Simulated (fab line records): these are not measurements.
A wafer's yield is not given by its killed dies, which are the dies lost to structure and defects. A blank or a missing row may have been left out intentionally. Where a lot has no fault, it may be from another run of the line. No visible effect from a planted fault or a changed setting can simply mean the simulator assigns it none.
Which tool did it?	flow gf180mcu	Sampling: 11 lots, 33 wafers, 3 of 602 route steps

WHAT THE GAUGES SHOWED, per wafer
GF_HV_LDD_THK_MEAS_57.
lot	measured	on	HV_LDD_CVD_56_THK (nm)
L503	day 12 21:28	film-metro-02	90.0 90.6 90.8
L504	day 13 03:01	film-metro-03	89.9 89.5 90.0
L505	day 13 09:39	film-metro-04	90.0 89.7 89.3
L506	day 13 21:15	film-metro-02	89.5 90.0 91.0
L508	day 14 14:31	film-metro-03	88.9 89.0 89.6
L510	day 15 17:37	film-metro-04	89.8 89.5 90.1
L514	day 16 14:58	film-metro-02	90.7 90.6 91.2
L519	day 18 10:14	film-metro-03	90.1 89.6 89.3
L520	day 18 19:07	film-metro-04	88.6 89.2 88.8
L521	day 19 07:56	film-metro-02	75.0 75.3 74.4
L523	day 19 14:28	film-metro-03	74.3 74.8 75.3

WHICH TOOL RAN EACH LOT (tool, then ch and the chambers of the sampled wafers, then the start)
lot	GF_VT_IMPLANT_STRIP_42	GF_HV_LDD_CVD_56
L503	plasma-asher-04 ch 0,1, day 7 22:02	lpcvd-01 ch 1, day 12 20:02
L504	plasma-asher-04 ch 0,1, day 8 01:23	lpcvd-02 ch 1, day 13 01:35
L505	plasma-asher-01 ch 0,1, day 8 09:01	lpcvd-02 ch 0, day 13 08:13
L506	plasma-asher-02 ch 0,1, day 8 15:02	lpcvd-02 ch 1, day 13 19:50
L508	plasma-asher-01 ch 0,1, day 9 04:59	lpcvd-01 ch 1, day 14 13:04
L510	plasma-asher-04 ch 0,1, day 10 02:56	lpcvd-01 ch 1, day 15 16:10
L514	plasma-asher-02 ch 0,1, day 11 00:21	lpcvd-02 ch 1, day 16 12:47
L519	plasma-asher-04 ch 0,1, day 12 06:19	lpcvd-01 ch 0, day 18 08:04
L520	plasma-asher-01 ch 0,1, day 12 14:34	lpcvd-01 ch 0, day 18 17:41
L521	plasma-asher-04 ch 0,1, day 12 21:24	lpcvd-02 ch 1, day 19 05:47
L523	plasma-asher-01 ch 0,1, day 13 07:47	lpcvd-02 ch 0, day 19 12:20
- GF_VT_IMPLANT_STRIP_42: strips in O2/N2.
- GF_HV_LDD_CVD_56: deposits Si3N4 from DCS/NH3, target thk 90 nm, time 1543 s.

THE ANSWER, worked out from the rows above alone
Rule: the usual values come from the lots themselves. Put in order of their means at a reading, lots are off if they are a third of the lots or fewer, leave a main group of 4 or more, and stand apart from it by a gap of 3 or more times the standard deviation of the main group's means; of several such gaps the widest counts. If all means in a main group match to the digits the tables above print for the reading, that group is not used. A lot without any number at a reading at which 4 lots or more have one is off too. The other lots that the step has rows for count as sound.
Off: L521, L523, seen at GF_HV_LDD_THK_MEAS_57 (HV_LDD_CVD_56_THK). Mean 89.8 nm and standard deviation 0.57 in the main group.
A tool fits if, at a process step before that reading, it ran every lot that is off, and no sound lot after the first of them. Those tools and the gauges at GF_HV_LDD_THK_MEAS_57 are tried in the same way. One fits: lpcvd-02 at GF_HV_LDD_CVD_56. Its last sound lot is L514 (day 16 12:47), its first lot that is off L521 (day 19 05:47): a fault that began between those two fits.

WHAT THE SIMULATOR PUT IN
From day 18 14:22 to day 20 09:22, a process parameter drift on lpcvd-02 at GF_HV_LDD_CVD_56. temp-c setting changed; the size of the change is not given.
Lots struck among those shown: L521, L523. The same result came from the rule above.
